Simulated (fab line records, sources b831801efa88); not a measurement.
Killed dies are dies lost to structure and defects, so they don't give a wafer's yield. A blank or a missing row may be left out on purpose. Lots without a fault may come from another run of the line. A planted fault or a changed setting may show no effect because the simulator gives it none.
Which tool did it? | flow sky130 | 15 lots, 45 wafers sampled, at 4 steps of a route of 708

WHAT THE GAUGES READ, wafer by wafer
SKY_POLY_CUT_CD_MEAS_08: target cd 270 nm.
lot  | measured     | on        | cd_nm (nm)
L711 | day 24 05:05 | cd_sem-02 | 270.0 269.9 271.4
L713 | day 25 00:32 | cd_sem-02 | 269.0 268.9 271.2
L715 | day 25 14:10 | cd_sem-02 | 269.6 269.5 269.9
L718 | day 26 10:32 | cd_sem-01 | 267.9 268.7 267.6
L720 | day 28 02:03 | cd_sem-01 | 268.4 269.9 268.9
L719 | day 28 02:35 | cd_sem-01 | 270.6 270.8 269.9
L722 | day 28 03:01 | cd_sem-01 | 271.0 271.5 271.7
L721 | day 28 03:07 | cd_sem-01 | 270.9 270.5 269.5
L723 | day 28 08:42 | cd_sem-01 | 268.8 267.9 267.6
L724 | day 28 19:53 | cd_sem-01 | 272.5 271.6 271.4
L725 | day 29 03:20 | cd_sem-02 | 271.9 271.7 271.4
L727 | day 29 15:49 | cd_sem-01 | 272.6 271.4 273.3
L732 | day 31 01:17 | cd_sem-01 | 271.6 271.4 271.2
L733 | day 31 12:38 | cd_sem-02 | 267.3 267.6 269.5
L734 | day 31 16:30 | cd_sem-02 | 271.3 270.9 270.2

SKY_RES_XHIGH_TW_MEAS_09.
lot  | measured     | on            | RES_XHIGH_TW
L711 | day 26 15:55 | film_metro-03 | 1640 1638 1648
L713 | day 27 08:52 | film_metro-04 | 1656 1671 1660
L715 | day 27 23:07 | film_metro-03 | 1648 1640 1652
L718 | day 28 19:02 | film_metro-03 | 1641 1648 1651
L720 | day 30 10:11 | film_metro-03 | 1645 1643 1651
L719 | day 30 10:52 | film_metro-03 | 1642 1643 1649
L722 | day 30 11:53 | film_metro-04 | 1669 1674 1673
L721 | day 30 12:34 | film_metro-01 | 1662 1653 1658
L723 | day 30 16:58 | film_metro-03 | 1646 1653 1646
L724 | day 31 03:34 | film_metro-04 | 1680 1678 1675
L725 | day 31 11:49 | film_metro-01 | 1648 1663 1665
L727 | day 31 22:56 | film_metro-01 | 1662 1666 1659
L732 | day 33 07:35 | film_metro-03 | 30 30 30
L733 | day 33 19:44 | film_metro-01 | 30 30 31
L734 | day 33 22:41 | film_metro-04 | 31 31 31

SKY_LI_CONTACT_CD_MEAS_12: target cd 170 nm.
lot  | measured     | on        | cd_nm (nm)
L711 | day 29 01:34 | cd_sem-01 | 171.4 171.1 169.7
L713 | day 29 19:41 | cd_sem-01 | 169.7 169.4 170.0
L715 | day 30 08:26 | cd_sem-01 | 169.4 170.1 169.0
L718 | day 31 03:40 | cd_sem-02 | 169.8 170.2 170.5
L720 | day 32 18:30 | cd_sem-01 | 168.7 169.9 167.9
L719 | day 32 19:26 | cd_sem-02 | 168.1 168.8 168.5
L722 | day 32 20:41 | cd_sem-02 | 169.1 170.5 170.7
L721 | day 32 20:50 | cd_sem-02 | 168.2 168.8 168.6
L723 | day 33 01:00 | cd_sem-02 | 168.6 170.2 171.5
L724 | day 33 11:23 | cd_sem-01 | 168.3 169.2 167.5
L725 | day 33 19:50 | cd_sem-02 | 172.1 170.7 170.2
L727 | day 34 07:07 | cd_sem-02 | 167.5 168.4 167.3
L732 | day 35 14:11 | cd_sem-02 | 171.9 171.4 171.4
L733 | day 36 02:55 | cd_sem-02 | 168.9 171.2 171.1
L734 | day 36 05:11 | cd_sem-01 | 168.9 169.4 168.6

WHICH TOOL RAN EACH LOT (tool, then ch and the chambers of the sampled wafers, then the start)
lot  | SKY_RES_XHIGH_DEVELOP_06
L711 | litho_track-04 ch 0, day 26 15:31
L713 | litho_track-03 ch 0, day 27 08:29
L715 | litho_track-03 ch 0, day 27 22:43
L718 | litho_track-01 ch 0, day 28 18:38
L720 | litho_track-04 ch 0, day 30 09:48
L719 | litho_track-03 ch 0, day 30 10:28
L722 | litho_track-01 ch 0, day 30 11:30
L721 | litho_track-03 ch 0, day 30 12:10
L723 | litho_track-03 ch 0, day 30 16:35
L724 | litho_track-03 ch 0, day 31 03:10
L725 | litho_track-04 ch 0, day 31 11:25
L727 | litho_track-03 ch 0, day 31 22:34
L732 | litho_track-04, day 33 07:10
L733 | litho_track-01, day 33 19:20
L734 | litho_track-01, day 33 22:18
- SKY_RES_XHIGH_DEVELOP_06: develop time 60 s.

WHAT THE TOOLS THEMSELVES READ (means of the sampled wafers that have a number; where no wafer has one, the mark that the record gives instead)
SKY_RES_XHIGH_DEVELOP_06.
lot  | tool           | chill_plate_temp_C (C)
L711 | litho_track-04 | 23.11
L713 | litho_track-03 | 23.03
L715 | litho_track-03 | 22.88
L718 | litho_track-01 | 23.14
L720 | litho_track-04 | 22.99
L719 | litho_track-03 | 22.97
L722 | litho_track-01 | 23.02
L721 | litho_track-03 | 23.06
L723 | litho_track-03 | 23.05
L724 | litho_track-03 | 22.83
L725 | litho_track-04 | 22.97
L727 | litho_track-03 | 23.13
L732 | litho_track-04 | -
L733 | litho_track-01 | -
L734 | litho_track-01 | -

THE ANSWER, worked out from the rows above alone
Rule: what is usual is taken from the lots themselves. Put in order of their means at a reading, lots are off if they are a third of the lots or fewer, leave a main group of 4 or more, and stand apart from it by a gap of 3 or more times the standard deviation of the main group's means; of several such gaps the widest counts. A main group whose means are all the same, to the digits that the tables above print for the reading, isn't used. A lot without any number at a reading at which 4 lots or more have one is off too. The other lots that the step has rows for count as sound. The gauges are gone through in route order, then the tools' own readings, and for those a lot's mean is taken as printed above. The first step at which some lot is off is used, and at that step the reading that is off furthest; a lot without a number counts as furthest.
Off: L732, L733, L734, at SKY_RES_XHIGH_TW_MEAS_09 (RES_XHIGH_TW). The main group: mean 1655, standard deviation 11.
A tool fits if, at a process step before that reading, it ran every lot that is off, and no sound lot after the first of them. The gauges at SKY_RES_XHIGH_TW_MEAS_09 aren't tried: what is off there is off at SKY_RES_XHIGH_DEVELOP_06 too, on other tools, and a gauge's error can't cause that. None of those tried fits.

WHAT THE SIMULATOR HAD PUT IN
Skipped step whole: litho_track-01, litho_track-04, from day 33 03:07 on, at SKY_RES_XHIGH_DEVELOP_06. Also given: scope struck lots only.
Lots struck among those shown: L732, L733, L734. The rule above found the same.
